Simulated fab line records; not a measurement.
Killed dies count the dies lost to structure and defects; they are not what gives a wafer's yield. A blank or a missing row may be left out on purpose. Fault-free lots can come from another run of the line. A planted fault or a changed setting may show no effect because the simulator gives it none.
Which tool was responsible? | flow gf180mcu | Sampling: 6 lots, 18 wafers, 2 of 602 route steps

## WHAT EACH GAUGE READ, for each wafer
GF_V4_THK_MEAS_25: measures by xrf.
lot  | measured     | on            | V4_W_THK (nm)
L473 | day 24 16:55 | film_metro-02 | 362 354 359
L476 | day 25 18:34 | film_metro-01 | 366 363 365
L478 | day 26 13:31 | film_metro-03 | 353 374 351
L482 | day 28 03:35 | film_metro-03 | 351 361 357
L489 | day 29 21:15 | film_metro-03 | 368 365 364
L493 | day 30 20:13 | film_metro-03 | 368 371 360

## WHICH TOOL RAN EACH LOT (tool, then ch and the chambers of the sampled wafers, then the start)
lot  | GF_V4_CVD_23
L473 | cvd_w-02 ch 0,1, day 24 16:41
L476 | cvd_w-02 ch 0,1, day 25 18:20
L478 | cvd_w-01 ch 0,1, day 26 13:17
L482 | cvd_w-01 ch 0,1, day 28 03:21
L489 | cvd_w-02 ch 0,1, day 29 21:01
L493 | cvd_w-02 ch 0,1, day 30 19:59
- GF_V4_CVD_23: deposits W, target thk 350 nm, time 104.9 s.

## THE ANSWER, worked out from the rows above alone
Rule: the lots themselves supply what counts as usual. Put in order of their means at a reading, lots are off if they are a third of the lots or fewer, leave a main group of 4 or more, and stand apart from it by a gap of 3 or more times the standard deviation of the main group's means; of several such gaps the widest counts. If all means in a main group match to the digits the tables above print for the reading, that group is not used. Also off: a lot with no number at a reading for which 4 or more lots have one. Where the step has rows for the other lots, those lots are counted as sound.
No lot is off on any of the readings shown, so nothing can be concluded from this.

## WHAT THE SIMULATOR HAD PUT IN
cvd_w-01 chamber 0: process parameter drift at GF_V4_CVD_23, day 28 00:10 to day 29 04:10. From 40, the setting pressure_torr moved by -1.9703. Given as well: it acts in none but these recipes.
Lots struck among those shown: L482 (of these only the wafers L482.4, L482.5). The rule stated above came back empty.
